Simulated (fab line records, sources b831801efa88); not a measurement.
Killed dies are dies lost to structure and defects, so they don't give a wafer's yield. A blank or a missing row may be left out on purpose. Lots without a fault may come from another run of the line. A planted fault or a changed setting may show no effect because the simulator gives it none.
Which tool did it? | flow sky130 | 10 lots, 30 wafers sampled, at 5 steps of a route of 708

WHAT THE GAUGES READ, wafer by wafer
SKY_VIA2_THK_MEAS_01.
lot  | measured     | on            | VIA2_HDPCVD_THK (nm)
L948 | day 36 02:34 | film_metro-02 | 1178 1150 1165
L949 | day 36 11:32 | film_metro-04 | 1206 1170 1180
L950 | day 36 12:00 | film_metro-04 | 1150 1164 1192
L953 | day 37 22:42 | film_metro-02 | 1198 1164 1174
L954 | day 38 00:28 | film_metro-04 | 1153 1202 1159
L956 | day 38 11:27 | film_metro-04 | 1157 1179 1172
L959 | day 39 12:07 | film_metro-04 | 1177 1185 1153
L960 | day 39 15:44 | film_metro-02 | 1163 1162 1160
L968 | day 42 09:57 | film_metro-02 | 1187 1192 1175
L969 | day 42 16:34 | film_metro-04 | 1192 1207 1186

WHICH TOOL RAN EACH LOT (tool, then ch and the chambers of the sampled wafers, then the start)
lot  | SKY_VIA1_ETCH_14                   | SKY_VIA1_ETCH_15                   | SKY_METAL2_METAL_ETCH_19          | SKY_METAL2_STRIP_20
L948 | rie_diel-04 ch 1,3, day 34 21:34   | rie_diel-04 ch 1,3, day 34 21:36   | rie_metal-02 ch 0,1, day 36 01:44 | plasma_asher-03 ch 0,1, day 36 01:50
L949 | rie_diel-04 ch 1,3, day 35 06:51   | rie_diel-04 ch 1,3, day 35 06:53   | rie_metal-04 ch 1, day 36 10:40   | plasma_asher-03 ch 0,1, day 36 10:49
L950 | rie_diel-02 ch 0,1,2, day 35 07:29 | rie_diel-02 ch 0,1,2, day 35 07:32 | rie_metal-03 ch 0,1, day 36 11:11 | plasma_asher-04 ch 0,1, day 36 11:17
L953 | rie_diel-04 ch 0,1, day 36 17:10   | rie_diel-04 ch 0,1, day 36 17:12   | rie_metal-02 ch 0,1, day 37 21:54 | plasma_asher-01 ch 1, day 37 21:59
L954 | rie_diel-03 ch 1,2, day 36 19:51   | rie_diel-03 ch 1,2, day 36 19:53   | rie_metal-04 ch 0,1, day 37 23:39 | plasma_asher-01 ch 0,1, day 37 23:44
L956 | rie_diel-04 ch 0,1, day 37 06:43   | rie_diel-04 ch 0,1, day 37 06:45   | rie_metal-04 ch 0,1, day 38 10:38 | plasma_asher-03 ch 0,1, day 38 10:44
L959 | rie_diel-03 ch 1,2, day 38 08:44   | rie_diel-03 ch 1,2, day 38 08:47   | rie_metal-04 ch 0,1, day 39 11:16 | plasma_asher-04 ch 0,1, day 39 11:22
L960 | rie_diel-04 ch 1,2, day 38 12:57   | rie_diel-04 ch 1,2, day 38 12:59   | rie_metal-04 ch 0,1, day 39 14:56 | plasma_asher-01 ch 0,1, day 39 15:01
L968 | rie_diel-04 ch 0,2,3, day 41 07:40 | rie_diel-04 ch 0,2,3, day 41 07:42 | rie_metal-03 ch 0,1, day 42 09:08 | plasma_asher-03 ch 0,1, day 42 09:14
L969 | rie_diel-03 ch 0,1,3, day 41 14:02 | rie_diel-03 ch 0,1,3, day 41 14:05 | rie_metal-04 ch 0,1, day 42 15:37 | plasma_asher-03 ch 0,1, day 42 15:43
- SKY_VIA1_ETCH_14: etches BARC in N2/H2, stops on SiO2, time 45.9 s, target depth 60 nm.
- SKY_VIA1_ETCH_15: etches SiO2 in C4F8/O2/Ar, stops on TiN, target depth 351 nm, time 54 s.
- SKY_METAL2_METAL_ETCH_19: etches the open film in Cl2/BCl3, stops on SiO2, target depth 360 nm, time 78 s.
- SKY_METAL2_STRIP_20: strips in O2/N2.

WHAT THE TOOLS THEMSELVES READ (means of the sampled wafers that have a number; where no wafer has one, the mark that the record gives instead)
SKY_VIA1_ETCH_14.
lot  | tool        | bias_w (W) | drypump_motor_current_A (A) | oes_product_au (a.u.) | throttle_valve_pct (%)
L948 | rie_diel-04 | 100.37     | 5.1                         | 0.858                 | 13.224
L949 | rie_diel-04 | 99.83      | 5.1                         | 0.852                 | 13.220
L950 | rie_diel-02 | 100.05     | 5.5                         | 0.859                 | 13.227
L953 | rie_diel-04 | 99.93      | 5.7                         | 0.856                 | 13.223
L954 | rie_diel-03 | 99.65      | 6.4                         | 0.858                 | 13.222
L956 | rie_diel-04 | 99.80      | 5.7                         | 0.853                 | 13.228
L959 | rie_diel-03 | 99.78      | 6.4                         | 0.854                 | 13.230
L960 | rie_diel-04 | 99.91      | 5.6                         | 0.861                 | 13.235
L968 | rie_diel-04 | 100.16     | 5.7                         | 0.854                 | 13.210
L969 | rie_diel-03 | 99.92      | 6.2                         | 0.852                 | 13.225

SKY_VIA1_ETCH_15.
lot  | tool        | bias_w (W) | oes_product_au (a.u.)
L948 | rie_diel-04 | 1199       | 0.979
L949 | rie_diel-04 | 1202       | 0.974
L950 | rie_diel-02 | 1197       | 0.967
L953 | rie_diel-04 | 1202       | 0.984
L954 | rie_diel-03 | 1197       | 0.978
L956 | rie_diel-04 | 1197       | 0.979
L959 | rie_diel-03 | 1200       | 0.985
L960 | rie_diel-04 | 1203       | 0.976
L968 | rie_diel-04 | 1202       | 0.976
L969 | rie_diel-03 | 1197       | 0.982

SKY_METAL2_METAL_ETCH_19.
lot  | tool         | bias_w (W) | drypump_motor_current_A (A) | he_backside_leak_sccm (sccm) | oes_product_au (a.u.) | throttle_valve_pct (%)
L948 | rie_metal-02 | 48.28      | 5.7                         | 3.35                         | 0.852                 | 22.276
L949 | rie_metal-04 | 48.53      | 5.6                         | 3.54                         | 0.848                 | 22.255
L950 | rie_metal-03 | 48.49      | 5.6                         | 3.23                         | 0.858                 | 22.257
L953 | rie_metal-02 | 48.51      | 5.7                         | 3.45                         | 0.851                 | 22.265
L954 | rie_metal-04 | 48.79      | 6.4                         | 3.41                         | 0.855                 | 22.265
L956 | rie_metal-04 | 48.61      | 6.4                         | 3.41                         | 0.850                 | 22.266
L959 | rie_metal-04 | 56.44      | 6.0                         | 3.46                         | 0.850                 | 22.268
L960 | rie_metal-04 | 56.62      | 6.0                         | 3.23                         | 0.844                 | 22.270
L968 | rie_metal-03 | 48.46      | 5.5                         | 3.06                         | 0.853                 | 22.255
L969 | rie_metal-04 | 48.50      | 6.4                         | 3.36                         | 0.853                 | 22.263

SKY_METAL2_STRIP_20.
lot  | tool            | drypump_motor_current_A (A) | oes_product_au (a.u.) | strip_time_to_endpoint_s (s)
L948 | plasma_asher-03 | 5.87                        | 0.337                 | 2.69
L949 | plasma_asher-03 | 6.03                        | 0.340                 | 2.64
L950 | plasma_asher-04 | 6.19                        | 0.347                 | 2.69
L953 | plasma_asher-01 | 5.46                        | 0.348                 | 2.77
L954 | plasma_asher-01 | 5.59                        | 0.342                 | 2.71
L956 | plasma_asher-03 | 6.03                        | 0.347                 | 2.70
L959 | plasma_asher-04 | 6.16                        | 0.337                 | 2.53
L960 | plasma_asher-01 | 5.59                        | 0.331                 | 2.52
L968 | plasma_asher-03 | 6.03                        | 0.344                 | 2.69
L969 | plasma_asher-03 | 6.03                        | 0.341                 | 2.68

THE ANSWER, worked out from the rows above alone
Rule: what is usual is taken from the lots themselves. Put in order of their means at a reading, lots are off if they are a third of the lots or fewer, leave a main group of 4 or more, and stand apart from it by a gap of 3 or more times the standard deviation of the main group's means; of several such gaps the widest counts. A main group whose means are all the same, to the digits that the tables above print for the reading, isn't used. A lot without any number at a reading at which 4 lots or more have one is off too. The other lots that the step has rows for count as sound. The gauges are gone through in route order, then the tools' own readings, and for those a lot's mean is taken as printed above. The first step at which some lot is off is used, and at that step the reading that is off furthest; a lot without a number counts as furthest.
Off: L959, L960, at SKY_METAL2_METAL_ETCH_19 (bias_w). The main group: mean 48.52 W, standard deviation 0.13.
A tool fits if, at that step or a process step before it, it ran every lot that is off, and no sound lot after the first of them. None of those tried fits.

WHAT THE SIMULATOR HAD PUT IN
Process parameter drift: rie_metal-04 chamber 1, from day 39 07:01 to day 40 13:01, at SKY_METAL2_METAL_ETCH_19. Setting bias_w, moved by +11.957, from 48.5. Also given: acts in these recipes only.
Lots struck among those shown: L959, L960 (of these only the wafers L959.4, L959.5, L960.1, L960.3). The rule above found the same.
